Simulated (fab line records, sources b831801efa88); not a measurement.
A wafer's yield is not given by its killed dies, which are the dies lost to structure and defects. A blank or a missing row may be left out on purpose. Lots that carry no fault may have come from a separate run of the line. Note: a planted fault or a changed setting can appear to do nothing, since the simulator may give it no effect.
Chamber matching :: flow gf180mcu :: 3 sister chambers for GF_PASSIVATION_CVD_02 on pecvd-03
The step deposits Si3N4, target thk 700 nm, time 486.18 s. 5 wafers are shown with their chamber, then 7 later ones without.

EACH WAFER AND ITS CHAMBER
wafer: L551.1
chamber: 0
heater-power-w (W): 625

wafer: L562.3
chamber: 2
heater-power-w (W): 717

wafer: L562.6
chamber: 1
heater-power-w (W): 793

wafer: L563.1
chamber: 1
heater-power-w (W): 809

wafer: L563.2
chamber: 2
heater-power-w (W): 868

WAFERS MISSING THEIR CHAMBER
wafer: L563.3
heater-power-w (W): 518

wafer: L565.3
heater-power-w (W): 731

wafer: L565.5
heater-power-w (W): 865

wafer: L565.6
heater-power-w (W): 794

wafer: L568.1
heater-power-w (W): 752

wafer: L568.3
heater-power-w (W): 643

wafer: L568.6
heater-power-w (W): 856

EACH ONE'S CHAMBER
wafer: L563.3
from the rows above: 0
in truth: 0

wafer: L565.3
from the rows above: can't be placed: 2 or 1 or 0
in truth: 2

wafer: L565.5
from the rows above: can't be placed: 1 or 2
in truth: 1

wafer: L565.6
from the rows above: can't be placed: 2 or 1
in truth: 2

wafer: L568.1
from the rows above: can't be placed: 2 or 1 or 0
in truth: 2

wafer: L568.3
from the rows above: can't be placed: 0 or 2 or 1
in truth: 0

wafer: L568.6
from the rows above: can't be placed: 1 or 2
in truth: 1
Correctly placed: 1 of 7. Cannot be placed on the basis of these rows: 6; the candidates contain the true chamber in 6. 0 placed wrongly.
How it was worked out, from the rows above alone: a wafer's distance from a chamber is the root of the sum, over the readings, of the square of ((its reading less the chamber's mean) divided by the reading's scatter). The wafer belongs to the nearest chamber; if the next one is less than 2 further off, it can't be placed. The mean given for a chamber averages the wafers shown for that chamber. The scatter: the root of (the sum of the squares of (reading less its chamber's mean) over the shown wafers, divided by (wafers less chambers)).
